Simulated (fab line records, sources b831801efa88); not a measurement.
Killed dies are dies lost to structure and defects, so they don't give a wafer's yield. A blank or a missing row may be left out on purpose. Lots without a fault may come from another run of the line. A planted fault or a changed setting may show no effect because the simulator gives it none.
Problem report in the 8D (eight disciplines) form, filled by code | flow sky130 | the parts of the form that need people (team, actions taken, sign-off) are left out

1. THE PROBLEM
developer_temp_C at SKY_LI_CONTACT_DEVELOP_11 reads a mean of 22.98 C on 9 wafers of 3 lots; wafers without a fault read 20.97 C with a standard deviation of 0.1. That is +20 standard deviations from the usual mean.
The step: develop time 60 s.
First seen on wafer L236.2, day 33 07:00, on litho_track-02. The record holds 42 wafers of 14 lots with a number at this step. Rule for "out", or "out of limits": more than 4 standard deviations from the usual mean. The other wafers with a number count as sound.

2. WHAT IT IS AND WHAT IT IS NOT
question                    | is                     | is not
which readings at this step | developer_temp_C       | -
which lots                  | L236, L237, L239       | L226, L227, L228, L229, L235, L238, L240, L242, L246, L247, L248
which wafers of those lots  | all that have a number | -
read on which tools         | litho_track-02         | litho_track-01, litho_track-03
when                        | from day 33 07:00      | up to then (15 sound wafers); but 18 sound wafers of L238, L240, L242, L246, L247, L248 came after

3. SUSPECTS, AND WHAT RULES EACH OUT
Counting: a tool at a process step up to the reading stays a suspect if it ran every lot that is out and no sound lot after the first of them.
- litho_track-02 at SKY_LI_CONTACT_DEVELOP_11 (develop time 60 s): ruled out as a lasting fault. Sound lots L248 ran on it after its first lot that is out, L236 (day 33 07:00).
Left after counting: nothing in the record.

4. THE CAUSE (what the simulator had put in)
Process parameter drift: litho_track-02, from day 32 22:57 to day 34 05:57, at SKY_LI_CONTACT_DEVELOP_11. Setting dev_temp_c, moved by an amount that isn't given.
Counting ruled it out, wrongly.

5. THE CHAIN OF EFFECTS, in route order
Each row: a reading whose mean over the struck wafers that have a number lies more than 3 standard deviations from the usual. Only readings for which the record gives a usual standard deviation are gone through. hours: the time from each lot's start at the first step in this table that gives one to its start at this step, as a median over the lots. sigmas: the change in usual standard deviations.
hours | step                      | reading          | usual   | on struck wafers | change | sigmas
0     | SKY_LI_CONTACT_DEVELOP_11 | developer_temp_C | 20.97 C | 22.98            | +2.01  | +20
The process steps in it:
- SKY_LI_CONTACT_DEVELOP_11: develop time 60 s.
Later measuring or inspecting steps at which every struck wafer that the step has a row for has a number for every such reading, and none has moved that far: SKY_LI_CONTACT_CD_MEAS_12.

6. WHAT WOULD HAVE CAUGHT IT SOONER
In this record the first reading out of limits was taken at day 33 07:00, 8 hours after the fault began at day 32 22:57.
